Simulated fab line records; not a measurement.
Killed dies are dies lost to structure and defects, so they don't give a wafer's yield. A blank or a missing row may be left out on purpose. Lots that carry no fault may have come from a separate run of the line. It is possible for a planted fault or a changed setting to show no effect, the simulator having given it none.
Which of the tools did it?	flow sky130	12 lots, 36 wafers sampled, at 5 steps of a route of 708

WHAT THE GAUGES READ, wafer by wafer
SKY_SD_P_CD_MEAS_07 targets a cd of 380 nm. Usual: cd_nm at 379.1 nm, with a standard deviation of 2.
lot	measured	on	cd_nm (nm)	flag
L848	day 25 19:14	cd_sem-01	376.5 377.2 376.4	
L851	day 26 18:38	cd_sem-01	375.0 376.9 373.4	
L852	day 27 11:08	cd_sem-02	377.6 377.9 376.5	
L853	day 27 13:42	cd_sem-02	378.6 382.7 379.5	
L856	day 29 05:24	cd_sem-02	378.9 378.8 378.1	
L857	day 29 05:08	cd_sem-02	380.9 379.2 378.6	
L864	day 31 09:51	cd_sem-02	382.6 380.8 381.0	
L865	day 31 10:34	cd_sem-01	379.7 378.2 379.0	
L866	day 31 19:10	cd_sem-01	379.0 379.2 378.7	
L867	day 32 08:59	cd_sem-02	380.3 381.3 380.6	
L869	day 32 13:33	cd_sem-01	381.3 380.6 381.3	
L870	day 32 23:49	cd_sem-01	379.7 378.5 379.7	

SKY_SD_N_CD_MEAS_07 targets a cd of 380 nm. Usual: cd_nm at 380.1 nm, with a standard deviation of 2.1.
lot	measured	on	cd_nm (nm)	flag
L848	day 28 04:32	cd_sem-01	377.7 380.8 378.2	
L851	day 29 02:05	cd_sem-02	377.8 379.5 379.2	
L852	day 29 19:32	cd_sem-01	380.3 380.6 380.2	
L853	day 29 21:35	cd_sem-01	385.0 383.1 384.8	
L856	day 31 12:54	cd_sem-02	- - -	OFF
L857	day 31 12:19	cd_sem-02	- - -	OFF
L864	day 33 14:17	cd_sem-02	378.2 379.9 377.6	
L865	day 33 15:17	cd_sem-01	379.3 380.2 381.4	
L866	day 34 00:21	cd_sem-02	381.1 379.2 379.5	
L867	day 34 12:59	cd_sem-01	381.4 383.7 382.8	
L869	day 34 17:21	cd_sem-01	380.7 377.0 378.7	
L870	day 35 04:33	cd_sem-02	379.8 380.1 382.2	

SKY_SD_N_RS_MEAS_16: the measuring method here is four-point-probe. Usual: SD_N_RS 67.92 ohm/sq, standard deviation 0.11.
lot	measured	on	SD_N_RS (ohm/sq)	flag
L848	day 28 05:23	film_metro-04	67.89 68.03 67.90	
L851	day 29 02:55	film_metro-01	67.79 67.76 68.00	
L852	day 29 20:22	film_metro-01	67.94 68.01 67.83	
L853	day 29 22:26	film_metro-02	68.09 68.11 68.05	
L856	day 31 13:44	film_metro-04	67.81 68.09 67.74	
L857	day 31 13:10	film_metro-01	67.83 68.01 67.93	
L864	day 33 15:08	film_metro-01	67.90 67.85 68.00	
L865	day 33 16:08	film_metro-01	67.90 67.96 67.89	
L866	day 34 01:12	film_metro-02	68.04 67.99 68.05	
L867	day 34 13:49	film_metro-04	67.91 67.79 67.86	
L869	day 34 18:11	film_metro-02	67.83 67.94 68.00	
L870	day 35 05:23	film_metro-02	68.02 68.23 68.09	

EACH LOT AND THE TOOL THAT RAN IT (in order: tool; ch and the chambers of the sampled wafers; start)
lot	SKY_LDD_LDN_STRIP_12	SKY_SD_N_COAT_02
L848	plasma_asher-04 ch 0,1, day 23 01:16	litho_track-04 ch 0, day 27 14:38
L851	plasma_asher-03 ch 0, day 24 06:52	litho_track-01 ch 0, day 28 12:14
L852	plasma_asher-01 ch 0,1, day 24 23:07	litho_track-04 ch 0, day 29 05:38
L853	plasma_asher-01 ch 0,1, day 25 02:25	litho_track-04 ch 0, day 29 07:26
L856	plasma_asher-04 ch 0,1, day 26 16:43	litho_track-04, day 30 23:40
L857	plasma_asher-03 ch 0,1, day 26 17:39	litho_track-04, day 30 23:05
L864	plasma_asher-04 ch 0,1, day 28 19:31	litho_track-04 ch 0, day 32 23:35
L865	plasma_asher-04 ch 0,1, day 28 23:25	litho_track-04 ch 0, day 33 00:50
L866	plasma_asher-03 ch 0,1, day 29 12:25	litho_track-04 ch 0, day 33 11:52
L867	plasma_asher-04 ch 0,1, day 29 20:28	litho_track-04 ch 0, day 33 23:23
L869	plasma_asher-01 ch 0,1, day 30 04:28	litho_track-03 ch 0, day 34 03:25
L870	plasma_asher-03 ch 0,1, day 30 18:16	litho_track-03 ch 0, day 34 16:07
- SKY_LDD_LDN_STRIP_12: strips in O2/N2.
- SKY_SD_N_COAT_02: resist thk 1140 nm.

WHAT THE TOOLS THEMSELVES READ (means of the sampled wafers that have a number; where no wafer has one, the mark that the record gives instead)
SKY_LDD_LDN_STRIP_12. Usual: chamber_pressure_mTorr 1499.9 mTorr, standard deviation 1.5; drypump_motor_current_A 5.7 A, standard deviation 0.68; n2_flow_sccm 299.9 sccm, standard deviation 0.88; oes_product_au 0.715 a.u., standard deviation 0.004; strip_time_to_endpoint_s 14.19 s, standard deviation 0.036.
lot	tool	chamber_pressure_mTorr (mTorr)	drypump_motor_current_A (A)	n2_flow_sccm (sccm)	oes_product_au (a.u.)	strip_time_to_endpoint_s (s)	flag
L848	plasma_asher-04	1500.5	6.0	300.6	0.715	14.17	
L851	plasma_asher-03	1501.2	5.8	300.2	0.716	14.19	
L852	plasma_asher-01	1499.1	5.5	299.1	0.711	14.24	
L853	plasma_asher-01	1500.3	5.9	300.4	0.712	14.22	
L856	plasma_asher-04	1499.4	6.0	299.6	0.714	14.18	
L857	plasma_asher-03	1500.1	5.6	299.7	0.716	14.19	
L864	plasma_asher-04	1499.6	5.4	300.0	0.716	14.18	
L865	plasma_asher-04	1501.2	5.4	300.2	0.718	14.13	
L866	plasma_asher-03	1499.9	5.6	300.8	0.714	14.17	
L867	plasma_asher-04	1500.4	5.4	299.3	0.716	14.24	
L869	plasma_asher-01	1499.7	5.5	300.1	0.715	14.12	
L870	plasma_asher-03	1499.8	5.7	299.6	0.717	14.16	

SKY_SD_N_COAT_02. Usual: chill_plate_temp_C 23.00 C, standard deviation 0.1; dispense_pressure_kPa 52 kPa, standard deviation 3.1.
lot	tool	chill_plate_temp_C (C)	dispense_pressure_kPa (kPa)	flag
L848	litho_track-04	23.02	55	
L851	litho_track-01	23.02	52	
L852	litho_track-04	22.94	54	
L853	litho_track-04	22.82	55	
L856	litho_track-04	-	-	OFF
L857	litho_track-04	-	-	OFF
L864	litho_track-04	23.02	55	
L865	litho_track-04	22.95	55	
L866	litho_track-04	23.02	55	
L867	litho_track-04	22.91	55	
L869	litho_track-03	23.00	47	
L870	litho_track-03	22.88	47	

THE ANSWER, worked out from the rows above alone
Rule: a lot counts as off when the mean over its wafers that have a number is more than 3 standard deviations away from the usual mean. Also off: a lot with no number at a reading for which 4 or more lots have one. The other lots that the step has rows for count as sound. First the gauges in route order, then the tools' own readings, where a lot's mean is used as printed above. The first step at which some lot is off is used, and at that step the reading that is off furthest; a lot without a number counts as furthest.
Off at SKY_SD_N_CD_MEAS_07 (cd_nm): L856, L857. Without a number there: L856, L857.
If a tool, at a process step before that reading, ran all the lots that are off and no sound lot after the first of them, it fits. Not tried: the gauges at SKY_SD_N_CD_MEAS_07; whatever is off there is also off at SKY_SD_N_COAT_02, on other tools, and gauge error can't account for it. Of those tried, none fits.

WHAT THE SIMULATOR PUT IN
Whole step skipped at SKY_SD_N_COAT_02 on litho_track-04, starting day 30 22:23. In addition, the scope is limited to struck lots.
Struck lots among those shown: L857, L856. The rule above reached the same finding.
